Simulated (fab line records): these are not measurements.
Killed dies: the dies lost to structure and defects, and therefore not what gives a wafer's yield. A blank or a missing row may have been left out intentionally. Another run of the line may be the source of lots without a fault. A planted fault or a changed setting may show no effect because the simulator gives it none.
fab line records + flow sfq-line
record:
- lots: 14
- wafers: 42
- last-day: 91
route steps=325 shown I3@135 JJ@191
lots untouched by any fault: they come from a run of this same line in which no faults occurred
start-h: start of the lot's first displayed wafer, in hours after the record's first day + wait-h: hours elapsed since this lot's preceding step + " unchanged from the row above + L1.1+2: several wafers, shown together as one row + - value missing, or start not given + * or withheld: withheld + < > ~ a bound
route shown NAME@n: a module of which the file shows steps, and the number in the route of the first + usual: mean/standard deviation taken from wafers without a fault + same: alike in all rows + chamber/n: place in a boat + sites: per-site readings + _std_site: their standard deviation + _edge_site: mean of outer sites minus mean of inner sites + radius-mm: how far each site lies from the wafer's centre + mask NAME#n: copy n + behind: the last tool/chamber to shape the wafer + hold: why the lot went on hold/how many hours it stayed there/how the hold came to an end + device: which transistor (n, p or np) failed to switch + end of line: at the end of the route, the tests of the same wafers + step lacking rows: just its recipe + killed: the dies lost at the first sort to structure and to defects; this is not the yield of the wafer + map: shows each die of a wafer: x if killed, . if not, _ if none is there
set.NAME: setting as actually run; set.NAME@STEP: the setting as run at that earlier step + model.NAME: the simulator's own value behind a step, which no gauge read
route steps across a sampled set of lots; one table per step, one row per wafer
services: a tool's chamber out of use, with start hour (start-h, from the record's first day; less than 0 if before it), hours out, and reason
== steps ==
step: SFQ_I3_BOW_MEAS_922
recipe:
- mode: bow
usual:
- I3_BOW: 3/8.4
| lot.wafer | tool          | chamber | start-h | wait-h | I3_BOW[um] |
|-----------|---------------|---------|---------|--------|------------|
| L201.2    | film-metro-04 | -       | 939.62  | 1.0    | -9         |
| L201.4    | "             | -       | "       | "      | -7         |
| L201.5    | "             | -       | "       | "      | -14        |
| L202.3    | film-metro-04 | -       | 948.64  | 1.5    | 1          |
| L202.5    | "             | -       | "       | "      | 0          |
| L202.6    | "             | -       | "       | "      | 17         |
| L204.4    | film-metro-03 | -       | 954.66  | 2.1    | -5         |
| L204.5    | "             | -       | "       | "      | 9          |
| L204.6    | "             | -       | "       | "      | -1         |
| L205.1    | film-metro-04 | -       | 957.60  | 1.0    | 1          |
| L205.4    | "             | -       | "       | "      | -3         |
| L205.6    | "             | -       | "       | "      | -6         |
| L207.2    | film-metro-02 | -       | 966.24  | 2.0    | 3          |
| L207.4    | "             | -       | "       | "      | 8          |
| L207.6    | "             | -       | "       | "      | 11         |
| L208.3    | film-metro-03 | -       | 969.26  | 1.0    | -8         |
| L208.4    | "             | -       | "       | "      | 2          |
| L208.6    | "             | -       | "       | "      | -3         |
| L211.1    | film-metro-03 | -       | 1005.22 | 1.5    | 0          |
| L211.2    | "             | -       | "       | "      | 18         |
| L211.4    | "             | -       | "       | "      | 6          |
| L212.2    | film-metro-04 | -       | 1006.58 | 2.0    | -9         |
| L212.4    | "             | -       | "       | "      | 6          |
| L212.6    | "             | -       | "       | "      | -3         |
| L214.1    | film-metro-04 | -       | 1023.22 | 2.5    | 7          |
| L214.3    | "             | -       | "       | "      | -5         |
| L214.4    | "             | -       | "       | "      | 10         |
| L218.1    | film-metro-02 | -       | 1060.50 | 1.5    | 15         |
| L218.4    | "             | -       | "       | "      | 12         |
| L218.6    | "             | -       | "       | "      | 6          |
| L220.2    | film-metro-03 | -       | 1069.60 | 1.0    | -9         |
| L220.3    | "             | -       | "       | "      | -5         |
| L220.4    | "             | -       | "       | "      | -5         |
| L221.2    | film-metro-04 | -       | 1078.52 | 1.0    | 0          |
| L221.4    | "             | -       | "       | "      | -6         |
| L221.6    | "             | -       | "       | "      | -1         |
| L223.1    | film-metro-03 | -       | 1109.64 | 1.0    | 5          |
| L223.5    | "             | -       | "       | "      | 11         |
| L223.6    | "             | -       | "       | "      | -3         |
| L224.2    | film-metro-03 | -       | 1121.66 | 2.0    | 5          |
| L224.3    | "             | -       | "       | "      | 0          |
| L224.5    | "             | -       | "       | "      | 10         |
step: SFQ_JJ_OVL_MEAS_931
usual:
- J5_OVL: 1/4.8
| lot.wafer | tool       | chamber | start-h | wait-h | J5_OVL[nm] |
|-----------|------------|---------|---------|--------|------------|
| L201.2    | overlay-01 | -       | 1218.14 | 0.1    | 10         |
| L201.4    | "          | -       | "       | "      | 1          |
| L201.5    | "          | -       | "       | "      | -1         |
| L202.3    | overlay-01 | -       | 1224.15 | 0.1    | 7          |
| L202.5    | "          | -       | "       | "      | 3          |
| L202.6    | "          | -       | "       | "      | 5          |
| L204.4    | overlay-01 | -       | 1228.78 | 0.1    | 5          |
| L204.5    | "          | -       | "       | "      | 0          |
| L204.6    | "          | -       | "       | "      | 2          |
| L205.1    | overlay-02 | -       | 1231.29 | 0.1    | 4          |
| L205.4    | "          | -       | "       | "      | 3          |
| L205.6    | "          | -       | "       | "      | 5          |
| L207.2    | overlay-01 | -       | 1240.87 | 0.1    | 3          |
| L207.4    | "          | -       | "       | "      | 5          |
| L207.6    | "          | -       | "       | "      | 6          |
| L208.3    | overlay-01 | -       | 1248.15 | 0.1    | -5         |
| L208.4    | "          | -       | "       | "      | -7         |
| L208.6    | "          | -       | "       | "      | -5         |
| L211.1    | overlay-01 | -       | 1321.62 | 0.1    | 0          |
| L211.2    | "          | -       | "       | "      | -5         |
| L211.4    | "          | -       | "       | "      | -7         |
| L212.2    | overlay-01 | -       | 1324.99 | 0.1    | 2          |
| L212.4    | "          | -       | "       | "      | -8         |
| L212.6    | "          | -       | "       | "      | 1          |
| L214.1    | overlay-01 | -       | 1328.58 | 0.1    | 6          |
| L214.3    | "          | -       | "       | "      | -5         |
| L214.4    | "          | -       | "       | "      | -5         |
| L218.1    | overlay-01 | -       | 1352.56 | 0.1    | 2          |
| L218.4    | "          | -       | "       | "      | 4          |
| L218.6    | "          | -       | "       | "      | 1          |
| L220.2    | overlay-01 | -       | 1377.83 | 0.1    | -4         |
| L220.3    | "          | -       | "       | "      | 1          |
| L220.4    | "          | -       | "       | "      | -11        |
| L221.2    | overlay-01 | -       | 1381.43 | 0.1    | 3          |
| L221.4    | "          | -       | "       | "      | 1          |
| L221.6    | "          | -       | "       | "      | -5         |
| L223.1    | overlay-02 | -       | 1491.65 | 0.1    | 3          |
| L223.5    | "          | -       | "       | "      | -2         |
| L223.6    | "          | -       | "       | "      | 2          |
| L224.2    | overlay-02 | -       | 1500.18 | 0.1    | 4          |
| L224.3    | "          | -       | "       | "      | 7          |
| L224.5    | "          | -       | "       | "      | 8          |
step: SFQ_TRILAYER_JJ_CE_METRO_MEASURE_117
usual:
- cd-nm: 699.9/1.4
| lot.wafer | tool      | chamber | start-h | wait-h | cd-nm |
|-----------|-----------|---------|---------|--------|-------|
| L201.2    | cd-sem-02 | -       | 1218.37 | 0.2    | 700.9 |
| L201.4    | "         | -       | "       | "      | 700.7 |
| L201.5    | "         | -       | "       | "      | 699.7 |
| L202.3    | cd-sem-01 | -       | 1224.57 | 0.4    | 699.4 |
| L202.5    | "         | -       | "       | "      | 698.6 |
| L202.6    | "         | -       | "       | "      | 700.7 |
| L204.4    | cd-sem-01 | -       | 1229.40 | 0.6    | 698.2 |
| L204.5    | "         | -       | "       | "      | 697.6 |
| L204.6    | "         | -       | "       | "      | 697.3 |
| L205.1    | cd-sem-02 | -       | 1231.32 | 0.0    | 699.2 |
| L205.4    | "         | -       | "       | "      | 700.3 |
| L205.6    | "         | -       | "       | "      | 699.8 |
| L207.2    | cd-sem-02 | -       | 1241.10 | 0.2    | 699.3 |
| L207.4    | "         | -       | "       | "      | 697.4 |
| L207.6    | "         | -       | "       | "      | 698.0 |
| L208.3    | cd-sem-01 | -       | 1248.58 | 0.4    | 699.9 |
| L208.4    | "         | -       | "       | "      | 699.7 |
| L208.6    | "         | -       | "       | "      | 700.3 |
| L211.1    | cd-sem-02 | -       | 1321.66 | 0.0    | 699.0 |
| L211.2    | "         | -       | "       | "      | 699.9 |
| L211.4    | "         | -       | "       | "      | 698.2 |
| L212.2    | cd-sem-01 | -       | 1325.22 | 0.2    | 702.0 |
| L212.4    | "         | -       | "       | "      | 701.0 |
| L212.6    | "         | -       | "       | "      | 702.0 |
| L214.1    | cd-sem-01 | -       | 1328.62 | 0.0    | 699.3 |
| L214.3    | "         | -       | "       | "      | 699.5 |
| L214.4    | "         | -       | "       | "      | 698.8 |
| L218.1    | cd-sem-01 | -       | 1352.60 | 0.0    | 703.2 |
| L218.4    | "         | -       | "       | "      | 699.1 |
| L218.6    | "         | -       | "       | "      | 700.8 |
| L220.2    | cd-sem-01 | -       | 1378.06 | 0.2    | 699.2 |
| L220.3    | "         | -       | "       | "      | 697.5 |
| L220.4    | "         | -       | "       | "      | 698.5 |
| L221.2    | cd-sem-02 | -       | 1381.66 | 0.2    | 703.0 |
| L221.4    | "         | -       | "       | "      | 701.0 |
| L221.6    | "         | -       | "       | "      | 701.0 |
| L223.1    | cd-sem-02 | -       | 1491.68 | 0.0    | 699.3 |
| L223.5    | "         | -       | "       | "      | 700.5 |
| L223.6    | "         | -       | "       | "      | 698.7 |
| L224.2    | cd-sem-01 | -       | 1500.41 | 0.2    | 698.8 |
| L224.3    | "         | -       | "       | "      | 697.6 |
| L224.5    | "         | -       | "       | "      | 698.4 |
step: SFQ_TRILAYER_JJ_CE_BARC_OPEN_RIE_150
recipe:
- mask-material: PR
- chemistry: O2
- target-depth-nm: 240
- target: BARC
- icp-w: 600
- bias-w: 80
- pressure-mtorr: 10
- time-s: 80
usual:
- bias-w: 79.99/0.25
- drypump-motor-current-A: 5.9/0.55
- oes-product-au: 0.539/0.0048
| lot.wafer | tool         | chamber | start-h | wait-h | bias-w | drypump-motor-current-A | oes-product-au | rf-hours-counter-h |
|-----------|--------------|---------|---------|--------|--------|-------------------------|----------------|--------------------|
| L201.2    | rie-metal-01 | 0       | 1219.37 | 0.8    | 80.09  | 5.5                     | 0.536          | 111                |
| L201.4    | "            | 0       | "       | "      | 79.71  | 5.5                     | 0.543          | -                  |
| L201.5    | "            | 0       | "       | "      | 80.06  | 5.5                     | 0.530          | -                  |
| L202.3    | rie-metal-01 | 0       | 1225.40 | 0.6    | 80.00  | 5.5                     | 0.531          | -                  |
| L202.5    | "            | 0       | "       | "      | 79.81  | 5.5                     | 0.552          | -                  |
| L202.6    | "            | 1       | "       | "      | 80.02  | 6.6                     | 0.542          | -                  |
| L204.4    | rie-metal-02 | 1       | 1230.03 | 0.4    | 80.01  | 5.1                     | 0.543          | -                  |
| L204.5    | "            | 0       | "       | "      | 79.54  | 6.3                     | 0.548          | -                  |
| L204.6    | "            | 1       | "       | "      | 80.11  | 5.1                     | 0.533          | -                  |
| L205.1    | rie-metal-02 | 0       | 1232.52 | 1.0    | 79.94  | 6.3                     | 0.538          | 66                 |
| L205.4    | "            | 0       | "       | "      | 79.84  | 6.3                     | 0.529          | -                  |
| L205.6    | "            | 0       | "       | "      | 80.15  | 6.3                     | 0.535          | -                  |
| L207.2    | rie-metal-04 | 0       | 1242.10 | 0.8    | 80.00  | 6.2                     | 0.544          | 43                 |
| L207.4    | "            | 1       | "       | "      | 80.36  | 6.2                     | 0.542          | -                  |
| L207.6    | "            | 0       | "       | "      | 79.79  | 6.2                     | 0.538          | -                  |
| L208.3    | rie-metal-02 | 0       | 1249.41 | 0.6    | 80.14  | 6.3                     | 0.546          | -                  |
| L208.4    | "            | 1       | "       | "      | 79.78  | 5.0                     | 0.541          | -                  |
| L208.6    | "            | 0       | "       | "      | 79.89  | 6.3                     | 0.540          | -                  |
| L211.1    | rie-metal-02 | 0       | 1322.86 | 1.0    | 80.16  | 6.3                     | 0.526          | 80                 |
| L211.2    | "            | 1       | "       | "      | 80.09  | 5.1                     | 0.547          | 19                 |
| L211.4    | "            | 0       | "       | "      | 80.27  | 6.3                     | 0.541          | -                  |
| L212.2    | rie-metal-02 | 0       | 1326.22 | 0.8    | 79.40  | 6.3                     | 0.533          | 80                 |
| L212.4    | "            | 0       | "       | "      | 79.54  | 6.3                     | 0.543          | -                  |
| L212.6    | "            | 0       | "       | "      | 79.54  | 6.3                     | 0.537          | -                  |
| L214.1    | rie-metal-01 | 0       | 1329.82 | 1.0    | 80.43  | 5.5                     | 0.545          | 127                |
| L214.3    | "            | 1       | "       | "      | 79.43  | 6.6                     | 0.537          | -                  |
| L214.4    | "            | 0       | "       | "      | 80.05  | 5.5                     | 0.538          | -                  |
| L218.1    | rie-metal-04 | 0       | 1353.80 | 1.0    | 80.43  | 6.1                     | 0.541          | 61                 |
| L218.4    | "            | 0       | "       | "      | 80.48  | 6.2                     | 0.546          | -                  |
| L218.6    | "            | 1       | "       | "      | 79.66  | 6.2                     | 0.546          | -                  |
| L220.2    | rie-metal-04 | 1       | 1379.06 | 0.8    | 89.06  | 6.2                     | 0.541          | 146                |
| L220.3    | "            | 1       | "       | "      | 89.09  | 6.2                     | 0.536          | -                  |
| L220.4    | "            | 0       | "       | "      | 89.32  | 6.2                     | 0.541          | -                  |
| L221.2    | rie-metal-04 | 0       | 1382.69 | 0.8    | 88.80  | 6.2                     | 0.532          | -                  |
| L221.4    | "            | 0       | "       | "      | 89.25  | 6.2                     | 0.544          | -                  |
| L221.6    | "            | 0       | "       | "      | 88.93  | 6.2                     | 0.543          | -                  |
| L223.1    | rie-metal-01 | 1       | 1492.88 | 1.0    | 79.98  | 6.6                     | 0.538          | 70                 |
| L223.5    | "            | 1       | "       | "      | 79.98  | 6.6                     | 0.535          | -                  |
| L223.6    | "            | 0       | "       | "      | 79.89  | 5.5                     | 0.533          | -                  |
| L224.2    | rie-metal-02 | 0       | 1501.41 | 0.8    | 79.96  | 6.3                     | 0.538          | 108                |
| L224.3    | "            | 0       | "       | "      | 80.34  | 6.3                     | 0.542          | -                  |
| L224.5    | "            | 1       | "       | "      | 79.91  | 5.1                     | 0.542          | -                  |
== services ==
| tool         | chamber | start-h | hours | kind                          |
|--------------|---------|---------|-------|-------------------------------|
| cd-sem-01    | -       | 1250.45 | 2.5   | pm                            |
| cd-sem-01    | -       | 1252.92 | 0.5   | pm                            |
| cd-sem-02    | -       | 1262.35 | 1.5   | pm                            |
| cd-sem-01    | -       | 1271.34 | 2.6   | repair                        |
| rie-metal-02 | -       | 1274.28 | 0.3   | repair                        |
| cd-sem-02    | -       | 1290.10 | 0.8   | pm                            |
| rie-metal-04 | -       | 1312.11 | 2.2   | repair                        |
| cd-sem-02    | -       | 1316.41 | 0.2   | pm                            |
| cd-sem-02    | -       | 1335.18 | 1.0   | pm                            |
| rie-metal-02 | 0       | 1347.11 | 6.4   | repair                        |
| cd-sem-01    | -       | 1348.96 | 0.3   | pm                            |
| cd-sem-01    | -       | 1351.42 | 0.4   | pm                            |
| cd-sem-02    | -       | 1373.07 | 0.4   | pm                            |
| rie-metal-04 | 1       | 1382.47 | -     | clean                         |
| rie-metal-04 | 1       | 1382.47 | -     | consumable-replace:focus-ring |
| rie-metal-04 | 1       | 1382.47 | 17.4  | scheduled-down                |
| cd-sem-01    | -       | 1382.54 | 3.2   | repair                        |
| rie-metal-01 | -       | 1388.04 | 2.8   | pm                            |
| rie-metal-02 | -       | 1388.53 | 0.8   | repair                        |
| cd-sem-02    | -       | 1410.95 | 1.7   | repair                        |
| cd-sem-01    | -       | 1434.45 | 0.6   | pm                            |
| cd-sem-02    | -       | 1474.10 | 0.5   | pm                            |
| rie-metal-04 | 1       | 1474.47 | 11.9  | repair                        |
| cd-sem-02    | -       | 1500.41 | 1.1   | pm                            |
== key ==
first-sign:
- step: SFQ_TRILAYER_JJ_CE_BARC_OPEN_RIE_150
- reading: bias-w
- direction: up
- sigmas: 37
- usual: 79.99
- struck: 89.08
effect none on later readings
met-at SFQ_TRILAYER_JJ_CE_BARC_OPEN_RIE_150
struck-lots L220,L221
not-acting-at SFQ_I3_BOW_MEAS_922,SFQ_JJ_OVL_MEAS_931,SFQ_TRILAYER_JJ_CE_METRO_MEASURE_117
onset-between 1353.80 1379.06
fault:
- kind: process-parameter-drift
- tool: rie-metal-04
- chamber: -
- onset-h: 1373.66
- steps: SFQ_TRILAYER_JJ_CE_BARC_OPEN_RIE_150
- channel: bias-w
- offset: 9.0971
- shape: step
- end-h: 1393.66
- acts-in: these-recipes-only
- stated: 80
